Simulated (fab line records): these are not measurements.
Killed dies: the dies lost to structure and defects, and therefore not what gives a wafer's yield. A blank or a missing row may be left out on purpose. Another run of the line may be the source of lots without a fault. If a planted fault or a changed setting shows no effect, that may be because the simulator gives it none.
Comparing a struck lot with a sound one	flow sky130	21 out of 708 route steps
Sound: the wafers L960.1, L960.2, L960.4. Struck: wafer L973.2. (L973.4 of the same lot was not struck and is left out.) The cause comes at the end.
At each step with rows: each side's tool, then ch and its chambers, then its first start. Under that, the readings that differ: sound wafers	struck wafers	difference of the means	sigmas: that difference in standard deviations of wafers without a fault.
alike: same words and numbers on both sides, and readings whose means sit less than 2 such deviations apart. not compared: any withheld reading, any reading some wafer has no value for, any bound like >300 that may hide the same value, and any number with overlapping values for which the record gives no deviation.
Wherever a step has rows on one side only, a row that says differs or no value, or a row with sigmas, the two part there. Non-overlapping numbers with no deviation appear without sigmas and do not part them. A reading missing from all wafers of one side parts the sides only when that side holds two or more wafers.

first, 4 steps without rows for these wafers: SKY_METAL2_STRIP_21 (strips in post etch residue remover, time 1200 s); SKY_METAL2_CLEAN_22 (cleans in IPA, time 180 s); SKY_METAL2_CLEAN_23 (cleans in O3/DIW); SKY_VIA2_HDPCVD_00 (deposits SiO2, target thk 1180 nm, time 196.7 s).
SKY_VIA2_THK_MEAS_01:
  sound: film-metro-03 at day 36 05:02; struck: film-metro-01 at day 40 12:32
  alike: VIA2_HDPCVD_THK
SKY_VIA2_CMP_02: polishes SiO2.
  sound on cmp-01 ch 0,1,2, day 36 05:05; struck on cmp-01 ch 2, day 40 12:38
  alike: edge-zone-pressure-frac, motor-current-A, slurry-flow-ml-min
SKY_VIA2_BOW_MEAS_03:
  sound: film-metro-01 at day 36 05:23; struck: film-metro-03 at day 40 12:54
  alike: VIA2_BOW
then, 5 steps without rows for these wafers: SKY_VIA2_DEHYDRATE_04 (time 60 s); SKY_VIA2_HMDS_05 (prime time 60 s); SKY_VIA2_COAT_06 (resist thk 60 nm); SKY_VIA2_COAT_07 (resist thk 450 nm); SKY_VIA2_SOFTBAKE_08 (time 90 s).
SKY_VIA2_EXPOSE_09: exposes mask VIM2, target cd 200 nm.
  sound on krf-scanner-01 ch 0, day 36 18:49; struck on krf-scanner-01 ch 0, day 41 01:59
  alike: mask
then, 2 steps without rows for these wafers: SKY_VIA2_PEB_10; SKY_VIA2_DEVELOP_11 (develop time 60 s).
SKY_VIA2_CD_MEAS_12: the cd target is 200 nm.
  sound: cd-sem-02 at day 37 06:41; struck: cd-sem-02 at day 41 14:05
reading	sound	struck	difference	sigmas
cd-nm (nm)	198.0 199.6 197.7	184.9	-13.5	-9
  not compared: hold
SKY_VIA2_OVL_MEAS_13:
  sound: overlay-02 at day 37 06:48; struck: overlay-01 at day 41 15:16
reading	sound	struck	difference	sigmas
hold	- - -	await-dispo/1.1h/release	no value on the sound wafers	
  alike: VIA2_OVL
SKY_VIA2_ETCH_14: etches BARC in N2/H2, stops on SiO2, time 45.9 s, target depth 60 nm.
  sound on rie-diel-02 ch 0,2, day 37 06:50; struck on rie-diel-04 ch 0, day 41 15:18
reading	sound	struck	difference	sigmas
throttle-valve-pct (%)	13.219 13.232 13.235	13.206	-0.023	-2
model.VIA2.cd-nm (nm)	197.7 199.1 197.7	184.7	-13.5	
  alike: drypump-motor-current-A, oes-product-au
  not compared: rf-hours-counter-h
SKY_VIA2_ETCH_15: etches SiO2 in C4F8/O2/Ar, stops on TiN, target depth 546 nm, time 84 s.
  sound on rie-diel-02 ch 0,2, day 37 06:53; struck on rie-diel-04 ch 0, day 41 15:20
reading	sound	struck	difference	sigmas
model.VIA2.cd-nm (nm)	199.9 202.5 199.7	184	-17	
  alike: oes-product-au
  not compared: rf-hours-counter-h
SKY_VIA2_STRIP_16: strips in O2/N2.
  sound on plasma-asher-01 ch 0,1, day 37 06:56; struck on plasma-asher-03 ch 1, day 41 15:32
reading	sound	struck	difference	sigmas
strip-time-to-endpoint-s (s)	4.024 4.038 3.984	4.090	+0.075	+3
  alike: drypump-motor-current-A, oes-product-au
  not compared: rf-hours-counter-h
-- the record jumps here: 8 days lie between the struck wafers' starts before and after (it left off in module VIA2 and takes up again in module PAD_OPEN, whose first step shown is number 708 of the route) --
SKY_PAD_OPEN_PROBE_99:
  sound: prober-02 at day 46 12:33; struck: prober-02 at day 49 19:09
reading	sound	struck	difference	sigmas
defect-limited-yield (%)	84.8 84.3 85.0	79.3	-5.4	-3
killed-at-front-end	16 13 12	25	+11	+3
killed-dies	75 77 74	102	+27	+3
killed-open	43 50 42	63	+18	+2
sort_bin_5_function (%)	7.9 11.0 8.1	11.8	+2.8	+2
sort_bin_6_memory (%)	5.3 4.5 5.3	8.3	+3.3	+3
sort-n-pass	417 415 418	390	-27	-3
sort-yield-pct (%)	84.8 84.3 85.0	79.3	-5.4	-3
model.etest.via2-chain.rc-ohm	10.01 9.586 10.16	11.74	+1.82	
  alike: killed_at_M0_to_M3, killed_at_M4_up, killed-at-contacts, killed-at-other, killed-short, sort_bin_3_pad_short

WHERE THEY PART
First at SKY_VIA2_CD_MEAS_12; last, within this record, at SKY_PAD_OPEN_PROBE_99.

WHY: what had been put in by the simulator
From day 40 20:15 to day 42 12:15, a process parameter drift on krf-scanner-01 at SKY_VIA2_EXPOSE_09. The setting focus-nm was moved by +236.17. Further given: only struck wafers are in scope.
